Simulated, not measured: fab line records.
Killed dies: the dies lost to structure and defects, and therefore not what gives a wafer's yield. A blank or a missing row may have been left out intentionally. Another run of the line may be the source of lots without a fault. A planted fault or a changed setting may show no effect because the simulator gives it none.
Which tool is to blame? + flow gf180mcu + Sampling: 15 lots, 45 wafers, 4 of 602 route steps

WHAT THE GAUGES READ, wafer by wafer
The record holds no reading of a measuring or inspecting step that can be judged against a usual standard deviation.

TOOL THAT RAN EACH LOT (tool first, then ch and the chambers of the sampled wafers, then the start)
| lot  | GF_V1_ETCH_16                     | GF_V1_CMP_26                  | GF_M2_SPUTTER_01            | GF_M2_SPUTTER_03            |
|------|-----------------------------------|-------------------------------|-----------------------------|-----------------------------|
| L450 | rieDiel-02 ch 0,1,2, day 18 03:26 | cmp-01 ch 1,2,3, day 18 04:38 | pvdSputter-03, day 18 04:59 | pvdSputter-03, day 18 05:02 |
| L451 | rieDiel-03 ch 0,2, day 18 07:47   | cmp-01 ch 0,3, day 18 08:50   | pvdSputter-01, day 18 09:14 | pvdSputter-01, day 18 09:18 |
| L452 | rieDiel-03 ch 0,1,3, day 18 13:50 | cmp-02 ch 0,2,3, day 18 14:59 | pvdSputter-01, day 18 15:20 | pvdSputter-01, day 18 15:23 |
| L454 | rieDiel-04 ch 0,1,2, day 19 18:44 | cmp-01 ch 0,1, day 19 20:11   | pvdSputter-03, day 19 20:32 | pvdSputter-03, day 19 20:35 |
| L456 | rieDiel-02 ch 2,3, day 20 07:22   | cmp-01 ch 0,1,3, day 20 08:31 | -                           | -                           |
| L457 | rieDiel-04 ch 0,1,3, day 21 06:07 | cmp-02 ch 1,3, day 21 07:15   | -                           | -                           |
| L458 | rieDiel-02 ch 1,2, day 21 06:38   | cmp-01 ch 1,2, day 21 07:42   | -                           | -                           |
| L462 | rieDiel-04 ch 0,1,2, day 22 17:13 | cmp-01 ch 0,2, day 22 18:16   | pvdSputter-04, day 22 18:40 | pvdSputter-04, day 22 18:44 |
| L464 | rieDiel-04 ch 1,3, day 23 07:07   | cmp-01 ch 0,1, day 23 08:10   | pvdSputter-01, day 23 08:34 | pvdSputter-01, day 23 08:38 |
| L465 | rieDiel-04 ch 0,1,3, day 23 11:38 | cmp-01 ch 1,2,3, day 23 12:47 | pvdSputter-04, day 23 13:05 | pvdSputter-04, day 23 13:09 |
| L466 | rieDiel-03 ch 0,2,3, day 23 22:02 | cmp-01 ch 0,2,3, day 23 23:17 | pvdSputter-01, day 23 23:35 | pvdSputter-01, day 23 23:38 |
| L467 | rieDiel-03 ch 0,1,2, day 24 08:43 | cmp-02 ch 0,1,2, day 24 09:52 | pvdSputter-03, day 24 10:10 | pvdSputter-03, day 24 10:14 |
| L468 | rieDiel-02 ch 1,3, day 25 04:23   | cmp-01 ch 0,2,3, day 25 05:30 | pvdSputter-03, day 25 05:51 | pvdSputter-03, day 25 05:55 |
| L469 | rieDiel-03 ch 1,2,3, day 25 13:52 | cmp-02 ch 0,1,3, day 25 14:55 | pvdSputter-04, day 25 15:19 | pvdSputter-04, day 25 15:23 |
| L473 | rieDiel-04 ch 0,1,2, day 26 05:41 | cmp-01 ch 0,1,2, day 26 06:44 | pvdSputter-03, day 26 07:08 | pvdSputter-03, day 26 07:11 |
- GF_V1_ETCH_16: etches BARC in N2/H2.
- GF_V1_CMP_26: polishes, stops on SiO2, t overpolish 15 s, target thk 0 nm.
- GF_M2_SPUTTER_01: material TiN, target thk 30 nm, time 25 s.
- GF_M2_SPUTTER_03: material Ti, target thk 10 nm, time 6.7 s.

AS READ BY THE TOOLS THEMSELVES (means over the sampled wafers that have a number; for cases with no such wafer, the mark the record gives instead)
GF_V1_ETCH_16.
| lot  | tool       | drypumpMotorCurrentA (A) | n2FlowSccm (sccm) | oesProductAu (a.u.) | throttleValvePct (%) |
|------|------------|--------------------------|-------------------|---------------------|----------------------|
| L450 | rieDiel-02 | 5.6                      | 99.93             | 0.856               | 13.234               |
| L451 | rieDiel-03 | 6.0                      | 100.13            | 0.860               | 13.230               |
| L452 | rieDiel-03 | 5.8                      | 100.24            | 0.851               | 13.220               |
| L454 | rieDiel-04 | 6.5                      | 99.90             | 0.857               | 13.223               |
| L456 | rieDiel-02 | 6.0                      | 99.78             | 0.857               | 13.221               |
| L457 | rieDiel-04 | 6.4                      | 100.09            | 0.853               | 13.223               |
| L458 | rieDiel-02 | 5.3                      | 100.02            | 0.856               | 13.228               |
| L462 | rieDiel-04 | 6.5                      | 100.13            | 0.857               | 13.225               |
| L464 | rieDiel-04 | 6.3                      | 99.88             | 0.853               | 13.218               |
| L465 | rieDiel-04 | 6.3                      | 100.15            | 0.855               | 13.232               |
| L466 | rieDiel-03 | 5.8                      | 100.12            | 0.862               | 13.229               |
| L467 | rieDiel-03 | 6.0                      | 100.24            | 0.858               | 13.226               |
| L468 | rieDiel-02 | 5.8                      | 100.02            | 0.851               | 13.231               |
| L469 | rieDiel-03 | 5.8                      | 100.00            | 0.858               | 13.232               |
| L473 | rieDiel-04 | 6.5                      | 100.05            | 0.855               | 13.220               |

GF_V1_CMP_26.
| lot  | tool   | edgeZonePressureFrac | headPressurePsi (psi) | motorCurrentA (A) | overpolishRunS (s) | platenRpm (rpm) | slurryFilterDpKPa (kPa) | timeToEndpointS (s) |
|------|--------|----------------------|-----------------------|-------------------|--------------------|-----------------|-------------------------|---------------------|
| L450 | cmp-01 | 1.004                | 3.506                 | 11.0              | 14.992             | 59.98           | 13.56                   | 84.1                |
| L451 | cmp-01 | 1.003                | 3.501                 | 11.6              | 14.988             | 60.01           | 13.45                   | 85.6                |
| L452 | cmp-02 | 0.997                | 3.494                 | 11.7              | 15.013             | 60.00           | 13.53                   | 87.6                |
| L454 | cmp-01 | 1.001                | 3.499                 | 10.1              | 15.002             | 60.02           | 13.46                   | 82.9                |
| L456 | cmp-01 | -                    | -                     | -                 | -                  | -               | -                       | -                   |
| L457 | cmp-02 | -                    | -                     | -                 | -                  | -               | -                       | -                   |
| L458 | cmp-01 | -                    | -                     | -                 | -                  | -               | -                       | -                   |
| L462 | cmp-01 | 0.997                | 3.497                 | 11.3              | 15.001             | 59.98           | 13.51                   | 85.9                |
| L464 | cmp-01 | 1.001                | 3.501                 | 10.6              | 15.009             | 60.00           | 13.40                   | 83.4                |
| L465 | cmp-01 | 1.000                | 3.506                 | 11.3              | 14.998             | 59.99           | 13.51                   | 85.6                |
| L466 | cmp-01 | 1.001                | 3.498                 | 11.3              | 15.011             | 60.01           | 13.46                   | 85.0                |
| L467 | cmp-02 | 1.002                | 3.499                 | 11.5              | 15.006             | 60.02           | 13.45                   | 83.0                |
| L468 | cmp-01 | 1.003                | 3.505                 | 11.8              | 14.991             | 60.00           | 13.48                   | 87.7                |
| L469 | cmp-02 | 1.004                | 3.507                 | 11.8              | 14.995             | 59.97           | 13.47                   | 88.9                |
| L473 | cmp-01 | 1.002                | 3.500                 | 11.1              | 14.995             | 60.04           | 13.32                   | 83.4                |

GF_M2_SPUTTER_01.
| lot  | tool          | throttleValvePct (%) |
|------|---------------|----------------------|
| L450 | pvdSputter-03 | 29.2                 |
| L451 | pvdSputter-01 | 28.5                 |
| L452 | pvdSputter-01 | 28.0                 |
| L454 | pvdSputter-03 | 29.1                 |
| L462 | pvdSputter-04 | 30.4                 |
| L464 | pvdSputter-01 | 28.4                 |
| L465 | pvdSputter-04 | 29.9                 |
| L466 | pvdSputter-01 | 28.8                 |
| L467 | pvdSputter-03 | 29.9                 |
| L468 | pvdSputter-03 | 29.3                 |
| L469 | pvdSputter-04 | 30.4                 |
| L473 | pvdSputter-03 | 29.4                 |

GF_M2_SPUTTER_03.
| lot  | tool          | throttleValvePct (%) |
|------|---------------|----------------------|
| L450 | pvdSputter-03 | 29.3                 |
| L451 | pvdSputter-01 | 28.5                 |
| L452 | pvdSputter-01 | 28.0                 |
| L454 | pvdSputter-03 | 29.3                 |
| L462 | pvdSputter-04 | 30.4                 |
| L464 | pvdSputter-01 | 28.3                 |
| L465 | pvdSputter-04 | 30.1                 |
| L466 | pvdSputter-01 | 28.9                 |
| L467 | pvdSputter-03 | 29.7                 |
| L468 | pvdSputter-03 | 29.6                 |
| L469 | pvdSputter-04 | 30.5                 |
| L473 | pvdSputter-03 | 29.4                 |

THE ANSWER, worked out from the rows above alone
Rule: the lots themselves supply what counts as usual. The widest of any qualifying gaps counts: lots, ordered by their means at a reading, are off when they make up no more than a third of the lots, leave a main group of 4 or more, and stand apart from it by 3 or more times the standard deviation of that group's means. Not used: any main group whose means are identical at the precision the tables above print for the reading. Also off: a lot with no number at a reading for which 4 or more lots have one. All remaining lots with rows at the step are treated as sound. Order of review: gauges by route order, followed by the tools' own readings, for which a lot's mean as printed above is used. At the first step where some lot is off, the reading lying furthest off is the one used; lots without a number count as furthest.
Off: L456, L457, L458, at GF_V1_CMP_26 (edgeZonePressureFrac). Without a number there: L456, L457, L458. Main group: mean 1.001, sd 0.0022.
If a tool, at that step or one of the process steps before it, ran each lot that is off and ran no sound lot following the first of them, it fits. No candidate that was tried fits.

WHAT THE SIMULATOR PUT IN
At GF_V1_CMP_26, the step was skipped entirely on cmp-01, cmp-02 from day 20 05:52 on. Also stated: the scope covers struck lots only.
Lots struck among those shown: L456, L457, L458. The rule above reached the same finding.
